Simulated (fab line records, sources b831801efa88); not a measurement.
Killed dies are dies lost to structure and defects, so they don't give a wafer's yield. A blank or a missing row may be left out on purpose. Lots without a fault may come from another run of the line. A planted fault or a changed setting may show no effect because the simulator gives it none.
One fault seen from 2 desks | flow gf180mcu | each desk has only its own numbers; what lay behind them comes last

THE METROLOGY DESK
What the gauges read, lot by lot, whatever tool the lot ran on: means of the sampled wafers that have a number. A lot is out of limits, marked OUT, if its mean lies more than 4 standard deviations from the usual mean; the brackets give that distance.
Columns: A = HV_LDD_CVD_54_THK at GF_HV_LDD_THK_MEAS_55, usual 10.08 nm; B = M1_ALCU_RS at GF_M1_RS_MEAS_05, usual 0.0696 ohm/sq; C = M1_ALCU_THK at GF_M1_THK_MEAS_06, usual 453 nm
lot  | first seen here | A     | B      | C
L161 | day 12 23:40    | 10.00 | 0.0694 | 458
L162 | day 13 02:11    | 10.07 | 0.0697 | 456
L165 | day 14 04:41    | 10.10 | 0.0692 | 458
L166 | day 14 13:38    | 9.96  | 0.0698 | 454
L169 | day 15 11:40    | 9.87  | 0.0708 | 445
L173 | day 16 18:20    | 10.03 | 0.0690 | 450
L174 | day 17 07:26    | 10.14 | 0.0694 | 451
L175 | day 17 11:36    | 10.14 | 0.0691 | 456
L176 | day 17 21:59    | 10.08 | 0.0693 | 452
L177 | day 18 03:43    | 10.21 | 0.0694 | 445
L183 | day 20 01:32    | 10.28 | 0.0690 | 458
This desk's finding: nothing out of limits on any of the 11 lots.

THE TOOL OWNER'S DESK: pvd_sputter-02
The tool's own readings at GF_M1_SPUTTER_04 (material TiN, target thk 50 nm, time 41.7 s): means of the sampled wafers that have a number, for each lot that ran on this tool. A lot is out of limits, marked OUT, if its mean lies more than 4 standard deviations from the usual mean; the brackets give that distance.
Columns: A = throttle_valve_pct at GF_M1_SPUTTER_04, usual 29.4 %
lot  | first seen here | A
L161 | day 16 18:43    | 29.1
L165 | day 18 03:11    | 29.4
L166 | day 18 12:08    | 29.4
L173 | day 20 23:25    | 29.4
L174 | day 21 12:53    | 29.2
L177 | day 22 09:35    | 29.1
This desk's finding: nothing out of limits on any of the 6 lots.

PUT TOGETHER
The metrology desk saw nothing out of limits.
The tool owner's desk saw nothing out of limits.

WHAT THE SIMULATOR HAD PUT IN
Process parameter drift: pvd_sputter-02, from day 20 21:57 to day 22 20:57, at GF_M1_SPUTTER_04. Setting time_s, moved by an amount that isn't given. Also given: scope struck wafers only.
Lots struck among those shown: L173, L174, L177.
